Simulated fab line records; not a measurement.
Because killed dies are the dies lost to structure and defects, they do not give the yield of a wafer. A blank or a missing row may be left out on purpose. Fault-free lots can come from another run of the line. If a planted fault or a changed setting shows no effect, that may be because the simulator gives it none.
Which of the tools did it?    flow gf180mcu    13 lots with 38 wafers sampled at 2 steps, on a route of 602 steps

WHAT THE GAUGES READ, wafer by wafer
GF_VT_IMPLANT_RS_MEAS_48: measurement is done with a four-point probe.
lot   measured      on             LVPWELL_RS (ohm/sq)
L946  day 7 15:40   film-metro-03  1197.0 1194.7 1196.9
L948  day 8 01:53   film-metro-03  1193.2 1193.5 1192.8
L949  day 8 11:11   film-metro-04  1198.3 1199.3 1199.2
L950  day 8 21:06   film-metro-03  1198.0 1200.9 1199.7
L951  day 9 01:53   film-metro-02  1195.5 1197.9 1190.8
L952  day 9 08:58   film-metro-02  1194.8 1199.7 1196.8
L953  day 9 15:29   film-metro-03  1201.1 1199.7 1196.0
L954  day 9 22:24   film-metro-04  1198.0 1200.3 1196.5
L955  day 10 06:06  film-metro-03  1197.8 1197.6 1198.0
L956  day 10 10:56  film-metro-03  1193.6 1193.5 1188.2
L957  day 10 17:36  film-metro-02  1197.1 1198.1 1195.3
L962  day 12 02:25  film-metro-04  1210.9 1197.1
L967  day 13 13:57  film-metro-02  1195.7 1191.9 1191.1

TOOL THAT RAN EACH LOT (tool first, then ch and the chambers of the sampled wafers, then the start)
lot   GF_LVPWELL_IMPLANT_08
L946  implanter-03 ch 0, day 3 22:20
L948  implanter-03 ch 0, day 4 07:35
L949  implanter-03 ch 0, day 4 14:35
L950  implanter-04 ch 0, day 4 23:43
L951  implanter-03 ch 0, day 5 03:46
L952  implanter-04 ch 0, day 5 09:14
L953  implanter-04 ch 0, day 5 13:41
L954  implanter-03 ch 0, day 5 20:02
L955  implanter-03 ch 0, day 6 02:07
L956  implanter-01 ch 0, day 6 06:34
L957  implanter-04 ch 0, day 6 12:11
L962  implanter-03 ch 0, day 7 15:19
L967  implanter-01 ch 0, day 8 22:46
- GF_LVPWELL_IMPLANT_08

AS READ BY THE TOOLS THEMSELVES (means over the sampled wafers that have a number; for cases with no such wafer, the mark the record gives instead)
The record holds no such reading with a usual standard deviation.

THE ANSWER, worked out from the rows above alone
Rule: the lots themselves supply what counts as usual. The widest of any qualifying gaps counts: lots, ordered by their means at a reading, are off when they make up no more than a third of the lots, leave a main group of 4 or more, and stand apart from it by 3 or more times the standard deviation of that group's means. A main group whose means are all the same, to the digits that the tables above print for the reading, isn't used. Also off: a lot with no number at a reading for which 4 or more lots have one. Any other lot the step has rows for is counted as sound. First the gauges in route order, then the tools' own readings, where a lot's mean is used as printed above. At the first step where some lot is off, the reading lying furthest off is the one used; lots without a number count as furthest.
No lot is off on any of the readings shown, so nothing can be concluded from this.

WHAT THE SIMULATOR HAD INSERTED
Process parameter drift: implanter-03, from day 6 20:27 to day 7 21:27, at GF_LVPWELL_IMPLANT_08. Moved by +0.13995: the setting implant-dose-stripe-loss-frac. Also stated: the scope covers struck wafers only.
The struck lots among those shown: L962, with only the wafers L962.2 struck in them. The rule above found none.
